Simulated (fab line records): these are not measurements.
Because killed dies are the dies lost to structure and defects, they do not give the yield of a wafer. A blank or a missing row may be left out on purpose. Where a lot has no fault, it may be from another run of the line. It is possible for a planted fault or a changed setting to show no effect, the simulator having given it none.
The tool behind it: which one? ; flow gf180mcu ; 12 lots with 36 wafers sampled at 4 steps, on a route of 602 steps

## WHAT THE GAUGES SHOWED, per wafer
GF_V1_THK_MEAS_03. Usual: V1_CVD_02_THK 849 nm, standard deviation 12.
lot;measured;on;V1_CVD_02_THK (nm);flag
L925;day 16 21:08;film_metro-03;844 860 854;
L926;day 17 08:58;film_metro-04;845 867 859;
L927;day 17 11:01;film_metro-03;827 828 845;
L929;day 18 12:08;film_metro-01;819 829 842;
L932;day 19 16:17;film_metro-03;856 845 869;
L930;day 19 17:40;film_metro-01;848 865 859;
L935;day 20 18:55;film_metro-03;855 860 862;
L936;day 21 09:03;film_metro-01;847 847 860;
L943;day 23 23:05;film_metro-04;839 857 847;
L944;day 24 08:39;film_metro-04;844 840 853;
L945;day 24 10:32;film_metro-03;844 831 854;
L947;day 25 02:37;film_metro-04;853 851 857;

GF_M2_CD_MEAS_14: target cd 280 nm. Usual: cd_nm 279.9 nm, standard deviation 1.1.
lot;measured;on;cd_nm (nm);flag
L925;day 18 21:46;cd_sem-01;281.1 281.7 281.2;
L926;day 19 10:41;cd_sem-01;280.7 280.3 280.5;
L927;day 19 12:22;cd_sem-02;282.0 281.7 281.5;
L929;day 20 14:05;cd_sem-02;280.0 280.0 279.9;
L932;day 21 18:04;cd_sem-02;279.7 279.7 279.1;
L930;day 21 19:44;cd_sem-01;280.5 280.0 280.6;
L935;day 22 21:23;cd_sem-02;274.1 275.0 274.4 274.1 275.3 274.4;OFF
L936;day 23 09:08;cd_sem-01;274.3 274.2 274.5 274.4 274.2 274.4;OFF
L943;day 25 18:45;cd_sem-01;278.5 279.2 279.1;
L944;day 26 10:20;cd_sem-01;279.6 279.6 280.7;
L945;day 26 10:41;cd_sem-02;279.1 278.6 278.6;
L947;day 26 22:10;cd_sem-02;278.5 278.3 279.9;

GF_V2_THK_MEAS_03. Usual: V2_CVD_02_THK 850 nm, standard deviation 11.
lot;measured;on;V2_CVD_02_THK (nm);flag
L925;day 18 22:46;film_metro-01;840 853 855;
L926;day 19 11:49;film_metro-01;840 867 847;
L927;day 19 13:23;film_metro-02;840 840 837;
L929;day 20 15:07;film_metro-03;854 859 862;
L932;day 21 19:04;film_metro-01;836 838 849;
L930;day 21 20:49;film_metro-01;874 857 859;
L935;day 23 00:38;film_metro-02;835 841 855;
L936;day 24 02:28;film_metro-02;842 849 866;
L943;day 25 19:44;film_metro-02;840 845 847;
L944;day 26 11:22;film_metro-02;832 841 851;
L945;day 26 11:40;film_metro-03;845 864 857;
L947;day 26 23:12;film_metro-02;845 849 854;

## WHICH TOOL RAN EACH LOT (tool, then ch and the chambers of the sampled wafers, then the start)
lot;GF_M2_SOFTBAKE_10
L925;litho_track-04 ch 0, day 18 09:34
L926;litho_track-03 ch 0, day 18 22:47
L927;litho_track-02 ch 0, day 19 00:25
L929;litho_track-02 ch 0, day 20 02:30
L932;litho_track-03 ch 0, day 21 06:28
L930;litho_track-04 ch 0, day 21 07:58
L935;litho_track-02 ch 0, day 22 09:34
L936;litho_track-02 ch 0, day 22 21:33
L943;litho_track-03 ch 0, day 25 10:34
L944;litho_track-04 ch 0, day 25 22:43
L945;litho_track-02 ch 0, day 25 22:58
L947;litho_track-03 ch 0, day 26 12:16
- GF_M2_SOFTBAKE_10: time 60 s.

## AS READ BY THE TOOLS THEMSELVES (means over the sampled wafers that have a number; for cases with no such wafer, the mark the record gives instead)
GF_M2_SOFTBAKE_10. Usual: heater_power_total_W 93.05 W, standard deviation 0.06; plate_temp_C 130.03 C, standard deviation 0.13.
lot;tool;heater_power_total_W (W);plate_temp_C (C);flag
L925;litho_track-04;93.00;130.15;
L926;litho_track-03;93.04;130.10;
L927;litho_track-02;93.05;130.14;
L929;litho_track-02;93.06;130.09;
L932;litho_track-03;93.00;130.10;
L930;litho_track-04;93.05;130.01;
L935;litho_track-02;95.13;132.26;OFF
L936;litho_track-02;95.18;132.34;OFF
L943;litho_track-03;93.05;129.98;
L944;litho_track-04;93.07;130.07;
L945;litho_track-02;93.08;130.02;
L947;litho_track-03;93.03;129.87;

## THE ANSWER, worked out from the rows above alone
Rule: a lot counts as off when the mean over its wafers that have a number is more than 3 standard deviations away from the usual mean. Also off: a lot with no number at a reading for which 4 or more lots have one. Any other lot the step has rows for is counted as sound. The gauges are gone through in route order, then the tools' own readings, and for those a lot's mean is taken as printed above. At the first step where some lot is off, the reading lying furthest off is the one used; lots without a number count as furthest.
Off at GF_M2_CD_MEAS_14 (cd_nm): L935, L936.
If a tool, at a process step before that reading, ran all the lots that are off and no sound lot after the first of them, it fits. The gauges at GF_M2_CD_MEAS_14 aren't tried: what is off there is off at GF_M2_SOFTBAKE_10 too, on other tools, and a gauge's error can't cause that. Of those tried, none fits.

## WHAT THE SIMULATOR HAD PUT IN
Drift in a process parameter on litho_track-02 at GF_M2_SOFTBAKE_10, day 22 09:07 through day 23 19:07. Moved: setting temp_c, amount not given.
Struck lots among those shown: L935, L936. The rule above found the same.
